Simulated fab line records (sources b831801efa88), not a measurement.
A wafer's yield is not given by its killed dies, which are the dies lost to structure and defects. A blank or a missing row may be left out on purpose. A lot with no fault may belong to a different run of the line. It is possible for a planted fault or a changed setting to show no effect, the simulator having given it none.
Matching of chambers || flow gf180mcu || 4 sister chambers for GF_V1_CMP_26 on cmp-02
The step polishes, stops on SiO2, t overpolish 15 s, target thk 0 nm. 8 wafers are shown with their chamber, then 12 later ones without.

WAFERS, EACH WITH ITS CHAMBER
{"wafer": "L086.1", "chamber": 3, "motorCurrentA (A)": 9.7, "timeToEndpointS (s)": 80}
{"wafer": "L086.3", "chamber": 2, "motorCurrentA (A)": 9.4, "timeToEndpointS (s)": 84}
{"wafer": "L088.1", "chamber": 0, "motorCurrentA (A)": 11.5, "timeToEndpointS (s)": 85}
{"wafer": "L088.3", "chamber": 1, "motorCurrentA (A)": 11.6, "timeToEndpointS (s)": 78}
{"wafer": "L088.4", "chamber": 2, "motorCurrentA (A)": 9.5, "timeToEndpointS (s)": 85}
{"wafer": "L090.2", "chamber": 3, "motorCurrentA (A)": 9.9, "timeToEndpointS (s)": 82}
{"wafer": "L090.3", "chamber": 1, "motorCurrentA (A)": 11.2, "timeToEndpointS (s)": 83}
{"wafer": "L090.4", "chamber": 0, "motorCurrentA (A)": 11.4, "timeToEndpointS (s)": 89}

WAFERS MISSING THEIR CHAMBER
{"wafer": "L091.3", "motorCurrentA (A)": 9.5, "timeToEndpointS (s)": 88}
{"wafer": "L091.4", "motorCurrentA (A)": 9.8, "timeToEndpointS (s)": 82}
{"wafer": "L091.5", "motorCurrentA (A)": 9.2, "timeToEndpointS (s)": 81}
{"wafer": "L092.2", "motorCurrentA (A)": 10.0, "timeToEndpointS (s)": 87}
{"wafer": "L092.3", "motorCurrentA (A)": 10.2, "timeToEndpointS (s)": 82}
{"wafer": "L092.4", "motorCurrentA (A)": 12.4, "timeToEndpointS (s)": 80}
{"wafer": "L095.4", "motorCurrentA (A)": 9.2, "timeToEndpointS (s)": 83}
{"wafer": "L095.5", "motorCurrentA (A)": 10.3, "timeToEndpointS (s)": 81}
{"wafer": "L095.6", "motorCurrentA (A)": 9.4, "timeToEndpointS (s)": 80}
{"wafer": "L097.1", "motorCurrentA (A)": 9.3, "timeToEndpointS (s)": 83}
{"wafer": "L097.4", "motorCurrentA (A)": 11.9, "timeToEndpointS (s)": 77}
{"wafer": "L097.5", "motorCurrentA (A)": 9.7, "timeToEndpointS (s)": 86}

CHAMBER TAKEN BY EACH
{"wafer": "L091.3", "from the rows above": "can't be placed: 2 or 3", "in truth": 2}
{"wafer": "L091.4", "from the rows above": "can't be placed: 3 or 2", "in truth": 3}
{"wafer": "L091.5", "from the rows above": "can't be placed: 2 or 3", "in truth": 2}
{"wafer": "L092.2", "from the rows above": "can't be placed: 3 or 2", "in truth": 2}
{"wafer": "L092.3", "from the rows above": 3, "in truth": 3}
{"wafer": "L092.4", "from the rows above": "can't be placed: 1 or 0", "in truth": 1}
{"wafer": "L095.4", "from the rows above": 2, "in truth": 2}
{"wafer": "L095.5", "from the rows above": 3, "in truth": 3}
{"wafer": "L095.6", "from the rows above": "can't be placed: 2 or 3", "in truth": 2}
{"wafer": "L097.1", "from the rows above": 2, "in truth": 2}
{"wafer": "L097.4", "from the rows above": "can't be placed: 1 or 0", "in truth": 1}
{"wafer": "L097.5", "from the rows above": "can't be placed: 2 or 3", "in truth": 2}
4 of 12 placed correctly. Unplaceable from these rows: 8, with the true chamber sitting among the candidates in 8. 0 placed wrongly.
How it was worked out, from the rows above alone: a wafer's distance from a chamber is the root of the sum, over the readings, of the square of ((its reading less the chamber's mean) divided by the reading's scatter). If the next closest chamber is less than 2 further off than the closest, the wafer can't be placed; otherwise it belongs to the closest. For every chamber, the mean is computed from those of its wafers that are shown. The scatter is the square root of a quotient: the sum, over the shown wafers, of each reading's squared deviation from its chamber's mean, divided by wafers minus chambers.
